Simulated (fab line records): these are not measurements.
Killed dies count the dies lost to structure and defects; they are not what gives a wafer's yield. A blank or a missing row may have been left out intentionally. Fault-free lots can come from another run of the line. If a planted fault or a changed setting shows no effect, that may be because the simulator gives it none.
The tool behind it: which one? | flow gf180mcu | Sampling: 6 lots, 18 wafers, 2 of 602 route steps

== WHAT EACH GAUGE READ, for each wafer ==
GF_M5_CD_MEAS_07: target cd 280 nm.
lot  | measured     | on        | cd nm (nm)
L554 | day 27 11:23 | cd sem-01 | 279.1 280.0 278.8
L555 | day 27 19:52 | cd sem-01 | 279.9 278.8 278.1
L558 | day 28 19:16 | cd sem-02 | 279.8 280.2 279.3
L561 | day 29 08:36 | cd sem-02 | 282.5 281.6 282.0
L562 | day 29 19:05 | cd sem-01 | 280.7 280.9 281.4
L569 | day 31 12:56 | cd sem-01 | 282.5 281.2 282.1

== TOOL THAT RAN EACH LOT (tool first, then ch and the chambers of the sampled wafers, then the start) ==
lot  | GF_SALICIDE_WET_ETCH_01
L554 | wet bench-02 ch 1, day 16 11:59
L555 | wet bench-01 ch 0, day 16 20:20
L558 | wet bench-01 ch 2, day 18 00:02
L561 | wet bench-04 ch 2, day 18 18:02
L562 | wet bench-04 ch 1, day 19 09:08
L569 | wet bench-02 ch 1, day 21 13:13
- GF_SALICIDE_WET_ETCH_01: etches SiO2 in dHF, target depth 5 nm, time 100 s.

== THE ANSWER, worked out from the rows above alone ==
Rule: the lots themselves supply what counts as usual. Put in order of their means at a reading, lots are off if they are a third of the lots or fewer, leave a main group of 4 or more, and stand apart from it by a gap of 3 or more times the standard deviation of the main group's means; of several such gaps the widest counts. A main group is skipped when, at the precision printed for the reading in the tables above, its means are all equal. A lot without any number at a reading at which 4 lots or more have one is off too. The other lots that the step has rows for count as sound.
No lot is off on any of the readings shown, so nothing can be concluded from this.

== WHAT HAD BEEN PUT IN BY THE SIMULATOR ==
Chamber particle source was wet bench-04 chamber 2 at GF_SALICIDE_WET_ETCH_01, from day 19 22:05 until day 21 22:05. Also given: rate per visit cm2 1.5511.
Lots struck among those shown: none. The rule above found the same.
